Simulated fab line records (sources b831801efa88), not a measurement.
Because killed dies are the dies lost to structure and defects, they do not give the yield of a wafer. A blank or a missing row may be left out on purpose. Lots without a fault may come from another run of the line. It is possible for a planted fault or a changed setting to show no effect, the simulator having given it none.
Struck lot and sound lot, side by side | flow sky130 | 18 out of 708 route steps
Sound: wafers L154.2, L154.5, L154.6. Wafers struck: L157.2, L157.3, L157.5. The cause is given at the end.
Order at every step that has rows: each side's tool, ch and its chambers, its first start. Under that, the readings that differ: sound wafers | struck wafers | difference of the means | sigmas: that difference in standard deviations of wafers without a fault.
alike: words and numbers the same on both sides, and readings whose means are apart by under 2 such deviations; not compared: readings that were withheld, readings missing a value for some wafer, numbers with overlapping values and no deviation given by the record, and bounds like >300 which may hide the same value.
The two part at a step that has a row with sigmas, a row that says differs or no value, or rows on one side only. Numbers that don't overlap but have no deviation are shown without sigmas and don't part them. Lack of a reading on every wafer of one side parts them only where that side has two or more wafers.

first, 5 steps without rows for these wafers: SKY_VIA4_COAT_06 (resist thk 1140 nm); SKY_VIA4_SOFTBAKE_07 (time 60 s); SKY_VIA4_EXPOSE_08 (exposes mask VIM4, target cd 800 nm); SKY_VIA4_PEB_09; SKY_VIA4_DEVELOP_10 (develop time 60 s).
SKY_VIA4_OVL_MEAS_11:
  sound on overlay-01, day 42 21:08; struck on overlay-02, day 43 18:16
  alike: VIA4_OVL
SKY_VIA4_ETCH_12: etches SiO2 in C4F8/O2/Ar, stops on TiN, target depth 580 nm.
  sound on rie diel-02 ch 0,1,3, day 42 21:10; struck on rie diel-03 ch 1,2,3, day 43 18:17
  alike: oes product au
SKY_VIA4_STRIP_13: strips in O2/N2.
  sound on plasma asher-01 ch 0,1, day 42 21:14; struck on plasma asher-02 ch 0, day 43 18:22
  alike: drypump motor current A, oes product au, strip time to endpoint s
  not compared: rf hours counter h
then, 3 steps without rows for these wafers: SKY_VIA4_STRIP_14 (strips in post etch residue remover, time 1200 s); SKY_VIA4_CLEAN_15 (cleans in IPA, time 180 s); SKY_VIA4_CLEAN_16 (cleans in O3/DIW).
SKY_VIA4_SPUTTER_17: material TiN, target thk 20 nm, time 80 s.
  sound on pvd sputter-01, day 42 21:52; struck on pvd sputter-04, day 43 18:57
  alike: throttle valve pct
SKY_VIA4_CVD_18: deposits W, target thk 505 nm, time 152.14 s.
  sound on cvd w-01 ch 0,1, day 42 21:56; struck on cvd w-02 ch 0, day 43 19:01
  reading                            | sound             | struck          | difference | sigmas
  heater power w (W)                 | 936 956 841       | 733 726 757     | -172       | -2
  model.W_of_VIA4_CVD_18.thk nm (nm) | 530.4 517.6 519.5 | 714.5 722 717.2 | +195.4     |
SKY_VIA4_RS_MEAS_19: a four-point-probe measurement.
  sound on film metro-01, day 42 22:06; struck on film metro-03, day 43 19:29
  reading            | sound             | struck            | difference | sigmas
  VIA4_W_RS (ohm/sq) | 0.215 0.221 0.221 | 0.159 0.158 0.159 | -0.060     | -13
  not compared: hold
SKY_VIA4_THK_MEAS_20: measures by xrf.
  sound on film metro-01, day 42 22:13; struck on film metro-03, day 43 23:41
  reading         | sound       | struck      | difference | sigmas
  VIA4_W_THK (nm) | 520 509 508 | 684 686 688 | +174       | +14
  not compared: hold
SKY_VIA4_CMP_21: polishes, stops on SiO2, t overpolish 25 s, target thk 0 nm.
  sound on cmp-02 ch 0,2,3, day 42 22:22; struck on cmp-01 ch 0,1, day 44 00:23
  reading                | sound       | struck                                                                     | difference                   | sigmas
  hold                   | - - -       | await dispo/0.6h/release await dispo/0.6h/release await dispo/0.6h/release | no value on the sound wafers |
  time to endpoint s (s) | 119 119 124 | 177 170 173                                                                | +53                          | +8
  alike: motor current A, platen rpm
SKY_METAL5_SPUTTER_00: material Ti, target thk 15 nm, time 10 s.
  sound on pvd sputter-02, day 42 22:34; struck on pvd sputter-02, day 44 00:38
  alike: throttle valve pct
-- the record jumps here: 3 days lie between the struck wafers' starts before and after (it left off in module METAL5 and takes up again in module PAD_OPEN, whose first step shown is number 708 of the route) --
SKY_PAD_OPEN_PROBE_99:
  sound on prober-01, day 45 20:16; struck on prober-02, day 46 15:49
  reading      | sound    | struck   | difference | sigmas
  killed short | 29 35 32 | 51 42 54 | +17        | +3
  alike: defect limited yield, killed_at_M0_to_M3, killed_at_M4_up, killed at contacts, killed at front end, killed at other, killed dies, killed open, sort_bin_3_pad_short, sort_bin_5_function, sort_bin_6_memory, sort n pass, sort yield pct

WHERE THEY PART
First at SKY_VIA4_CVD_18; last, within this record, at SKY_PAD_OPEN_PROBE_99.

WHY: what the simulator had put in
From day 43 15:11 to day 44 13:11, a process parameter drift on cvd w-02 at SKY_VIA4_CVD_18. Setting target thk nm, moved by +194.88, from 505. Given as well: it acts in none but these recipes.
